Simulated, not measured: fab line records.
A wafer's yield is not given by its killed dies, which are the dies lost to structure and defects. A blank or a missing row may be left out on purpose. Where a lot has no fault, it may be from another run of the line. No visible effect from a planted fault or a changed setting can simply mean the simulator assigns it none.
Matching of chambers / flow sfqLine / SFQ_TRILAYER_I0_CMP_CMP_028 on cmp-02 has 4 sister chambers
The step polishes SiO2. 18 wafers are shown with their chamber, then 8 later ones without.

## EACH WAFER AND ITS CHAMBER
wafer=L732.3; chamber=2; motorCurrentA (A)=9.4; timeToEndpointS (s)=207
wafer=L732.4; chamber=0; motorCurrentA (A)=11.2; timeToEndpointS (s)=200
wafer=L732.6; chamber=2; motorCurrentA (A)=9.1; timeToEndpointS (s)=209
wafer=L736.3; chamber=0; motorCurrentA (A)=10.9; timeToEndpointS (s)=199
wafer=L736.2; chamber=3; motorCurrentA (A)=10.2; timeToEndpointS (s)=211
wafer=L736.4; chamber=2; motorCurrentA (A)=9.2; timeToEndpointS (s)=218
wafer=L737.2; chamber=2; motorCurrentA (A)=8.8; timeToEndpointS (s)=211
wafer=L737.3; chamber=1; motorCurrentA (A)=10.1; timeToEndpointS (s)=213
wafer=L737.5; chamber=1; motorCurrentA (A)=9.5; timeToEndpointS (s)=210
wafer=L739.2; chamber=1; motorCurrentA (A)=9.2; timeToEndpointS (s)=203
wafer=L739.5; chamber=0; motorCurrentA (A)=10.4; timeToEndpointS (s)=206
wafer=L739.6; chamber=1; motorCurrentA (A)=9.7; timeToEndpointS (s)=210
wafer=L740.1; chamber=0; motorCurrentA (A)=11.3; timeToEndpointS (s)=203
wafer=L740.2; chamber=3; motorCurrentA (A)=9.8; timeToEndpointS (s)=208
wafer=L740.6; chamber=1; motorCurrentA (A)=9.8; timeToEndpointS (s)=224
wafer=L741.4; chamber=1; motorCurrentA (A)=9.5; timeToEndpointS (s)=208
wafer=L741.2; chamber=3; motorCurrentA (A)=10.1; timeToEndpointS (s)=194
wafer=L741.3; chamber=0; motorCurrentA (A)=11.6; timeToEndpointS (s)=192

SIGNATURES (averages over the wafers above)
reading=motorCurrentA; chamber 0=11.080; chamber 1=9.633; chamber 2=9.125; chamber 3=10.033; scatter within a chamber=0.335
reading=timeToEndpointS; chamber 0=200.00; chamber 1=211.33; chamber 2=211.25; chamber 3=204.33; scatter within a chamber=6.5
Rule: for each reading, subtract the chamber's mean from the wafer's reading, divide by that reading's scatter and square the result; add these up over the readings and take the root, which gives the wafer's distance from the chamber. The wafer belongs to the nearest chamber; if the next one is less than 2 further off, it can't be placed. The scatter is the square root of a quotient: the sum, over the shown wafers, of each reading's squared deviation from its chamber's mean, divided by wafers minus chambers.

## WAFERS WITH NO CHAMBER GIVEN
wafer=L742.2; motorCurrentA (A)=9.5; timeToEndpointS (s)=208
wafer=L742.5; motorCurrentA (A)=11.0; timeToEndpointS (s)=217
wafer=L742.6; motorCurrentA (A)=9.6; timeToEndpointS (s)=228
wafer=L743.2; motorCurrentA (A)=10.4; timeToEndpointS (s)=200
wafer=L743.1; motorCurrentA (A)=9.4; timeToEndpointS (s)=197
wafer=L743.5; motorCurrentA (A)=10.5; timeToEndpointS (s)=219
wafer=L746.1; motorCurrentA (A)=10.9; timeToEndpointS (s)=186
wafer=L746.6; motorCurrentA (A)=10.2; timeToEndpointS (s)=210

## CHAMBER TAKEN BY EACH
wafer=L742.2; from the rows above=can't be placed: 1 or 2 or 3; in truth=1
wafer=L742.5; from the rows above=can't be placed: 0 or 3 or 1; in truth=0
wafer=L742.6; from the rows above=can't be placed: 1 or 2 or 3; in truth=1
wafer=L743.2; from the rows above=can't be placed: 3 or 0 or 1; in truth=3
wafer=L743.1; from the rows above=can't be placed: 3 or 1 or 2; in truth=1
wafer=L743.5; from the rows above=can't be placed: 3 or 1 or 0 or 2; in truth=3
wafer=L746.1; from the rows above=can't be placed: 0 or 3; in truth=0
wafer=L746.6; from the rows above=can't be placed: 3 or 1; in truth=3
Correctly placed: 0 of 8. Can't be placed from these rows: 8 (the true chamber is among the candidates in 8). Placed wrongly: 0.
